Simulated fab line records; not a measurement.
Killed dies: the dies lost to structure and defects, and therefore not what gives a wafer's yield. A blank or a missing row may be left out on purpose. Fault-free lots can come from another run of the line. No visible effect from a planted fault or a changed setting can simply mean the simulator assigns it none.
Which tool is to blame? + flow sky130 + Sampling: 12 lots, 36 wafers, 2 of 708 route steps

WHAT EACH GAUGE READ, for each wafer
SKY_METAL2_RS_MEAS_05: a four-point-probe measurement. Usual: METAL2_ALCU_RS typically reads 0.1270 ohm/sq, with standard deviation 0.0013.
| lot  | measured     | on            | METAL2_ALCU_RS (ohm/sq) | flag |
|------|--------------|---------------|-------------------------|------|
| L605 | day 33 22:53 | film-metro-02 | 0.1247 0.1249 0.1241    |      |
| L607 | day 34 12:46 | film-metro-04 | 0.1276 0.1270 0.1280    |      |
| L606 | day 34 14:37 | film-metro-04 | 0.1267 0.1268 0.1273    |      |
| L608 | day 35 01:26 | film-metro-02 | 0.1264 0.1268 0.1261    |      |
| L609 | day 35 04:52 | film-metro-04 | 0.1263 0.1270 0.1280    |      |
| L611 | day 36 04:15 | film-metro-03 | 0.1278 0.1291 0.1284    |      |
| L612 | day 36 09:53 | film-metro-03 | 0.1265 0.1250 0.1246    |      |
| L613 | day 36 21:19 | film-metro-04 | 0.1275 0.1282 0.1285    |      |
| L617 | day 37 18:41 | film-metro-02 | 0.1278 0.1276 0.1281    |      |
| L618 | day 38 06:11 | film-metro-02 | 0.1262 0.1254 0.1257    |      |
| L622 | day 39 11:02 | film-metro-02 | 0.1249 0.1251 0.1247    |      |
| L626 | day 40 15:38 | film-metro-03 | 0.1261 0.1255 0.1255    |      |

SKY_METAL2_THK_MEAS_06: measures by xrf. Usual: METAL2_ALCU_THK typically reads 248 nm, with standard deviation 3.1.
| lot  | measured     | on            | METAL2_ALCU_THK (nm) | flag |
|------|--------------|---------------|----------------------|------|
| L605 | day 33 22:58 | film-metro-02 | 253 253 256          |      |
| L607 | day 34 12:53 | film-metro-04 | 247 247 246          |      |
| L606 | day 34 14:44 | film-metro-04 | 248 249 247          |      |
| L608 | day 35 01:33 | film-metro-02 | 250 249 252          |      |
| L609 | day 35 04:58 | film-metro-04 | 248 249 245          |      |
| L611 | day 36 04:22 | film-metro-03 | 242 242 243          |      |
| L612 | day 36 10:00 | film-metro-03 | 247 250 249          |      |
| L613 | day 36 21:25 | film-metro-04 | 249 246 245          |      |
| L617 | day 37 18:48 | film-metro-02 | 248 248 248          |      |
| L618 | day 38 06:19 | film-metro-02 | 253 251 252          |      |
| L622 | day 39 11:10 | film-metro-02 | 253 252 252          |      |
| L626 | day 40 15:44 | film-metro-03 | 250 250 251          |      |

WHAT TOOL EACH LOT RAN ON (gives the tool, then ch and the chambers of the sampled wafers, and finally the start)
The record holds no process step before these readings.

WHAT THE TOOLS THEMSELVES READ (means of the sampled wafers that have a number; where no wafer has one, the mark that the record gives instead)
The record holds no such reading with a usual standard deviation.

THE ANSWER, worked out from the rows above alone
Rule: lot off if the mean of its wafers having a number is beyond 3 standard deviations from the usual mean. Also off: a lot with no number at a reading for which 4 or more lots have one. Any other lot the step has rows for is counted as sound. After the gauges, taken in route order, come the tools' own readings; for these a lot's mean is taken, as printed above. At the first step where some lot is off, the reading lying furthest off is the one used; lots without a number count as furthest.
Nothing can be told from this: no lot is off at any reading shown.

WHAT THE SIMULATOR HAD PUT IN
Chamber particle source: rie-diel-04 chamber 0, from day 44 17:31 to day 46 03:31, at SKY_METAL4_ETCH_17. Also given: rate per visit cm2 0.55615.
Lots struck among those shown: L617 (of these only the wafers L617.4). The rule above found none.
